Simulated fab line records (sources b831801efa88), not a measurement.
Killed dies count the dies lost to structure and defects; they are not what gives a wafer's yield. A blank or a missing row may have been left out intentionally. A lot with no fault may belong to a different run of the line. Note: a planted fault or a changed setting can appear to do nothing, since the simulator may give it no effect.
Matching of chambers || flow gf180mcu || GF_V5_CMP_04 on cmp-01: 4 sister chambers
The step polishes SiO2. 8 wafers are shown with their chamber, then 9 later ones without.

== EACH WAFER AND ITS CHAMBER ==
{"wafer": "L518.2", "chamber": 1, "motor-current-A (A)": 11.6}
{"wafer": "L518.5", "chamber": 2, "motor-current-A (A)": 12.8}
{"wafer": "L519.2", "chamber": 2, "motor-current-A (A)": 12.6}
{"wafer": "L520.1", "chamber": 1, "motor-current-A (A)": 11.6}
{"wafer": "L520.6", "chamber": 3, "motor-current-A (A)": 10.8}
{"wafer": "L522.1", "chamber": 0, "motor-current-A (A)": 11.3}
{"wafer": "L522.3", "chamber": 3, "motor-current-A (A)": 10.6}
{"wafer": "L522.6", "chamber": 0, "motor-current-A (A)": 11.3}

== WAFERS WHOSE CHAMBER IS MISSING ==
{"wafer": "L523.3", "motor-current-A (A)": 11.1}
{"wafer": "L523.5", "motor-current-A (A)": 11.0}
{"wafer": "L523.6", "motor-current-A (A)": 10.6}
{"wafer": "L535.3", "motor-current-A (A)": 11.1}
{"wafer": "L535.4", "motor-current-A (A)": 11.2}
{"wafer": "L535.5", "motor-current-A (A)": 11.3}
{"wafer": "L539.1", "motor-current-A (A)": 10.7}
{"wafer": "L539.2", "motor-current-A (A)": 12.5}
{"wafer": "L539.6", "motor-current-A (A)": 12.0}

== WHICH CHAMBER EACH ONE RAN IN ==
{"wafer": "L523.3", "from the rows above": "can't be placed: 0 or 3", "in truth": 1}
{"wafer": "L523.5", "from the rows above": "can't be placed: 0 or 3", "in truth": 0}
{"wafer": "L523.6", "from the rows above": 3, "in truth": 3}
{"wafer": "L535.3", "from the rows above": "can't be placed: 0 or 3", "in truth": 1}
{"wafer": "L535.4", "from the rows above": 0, "in truth": 0}
{"wafer": "L535.5", "from the rows above": 0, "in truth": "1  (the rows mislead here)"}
{"wafer": "L539.1", "from the rows above": 3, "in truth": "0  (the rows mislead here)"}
{"wafer": "L539.2", "from the rows above": 2, "in truth": 2}
{"wafer": "L539.6", "from the rows above": 1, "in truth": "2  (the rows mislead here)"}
Correctly placed: 3 of 9. From these rows, 3 cannot be placed; in 1 the true chamber is one of the candidates. Number placed wrongly: 3.
How it was worked out, from the rows above alone: a wafer's distance from a chamber is the root of the sum, over the readings, of the square of ((its reading less the chamber's mean) divided by the reading's scatter). If the next closest chamber is less than 2 further off than the closest, the wafer can't be placed; otherwise it belongs to the closest. A chamber's mean is the mean of its shown wafers. The scatter: the root of (the sum of the squares of (reading less its chamber's mean) over the shown wafers, divided by (wafers less chambers)).
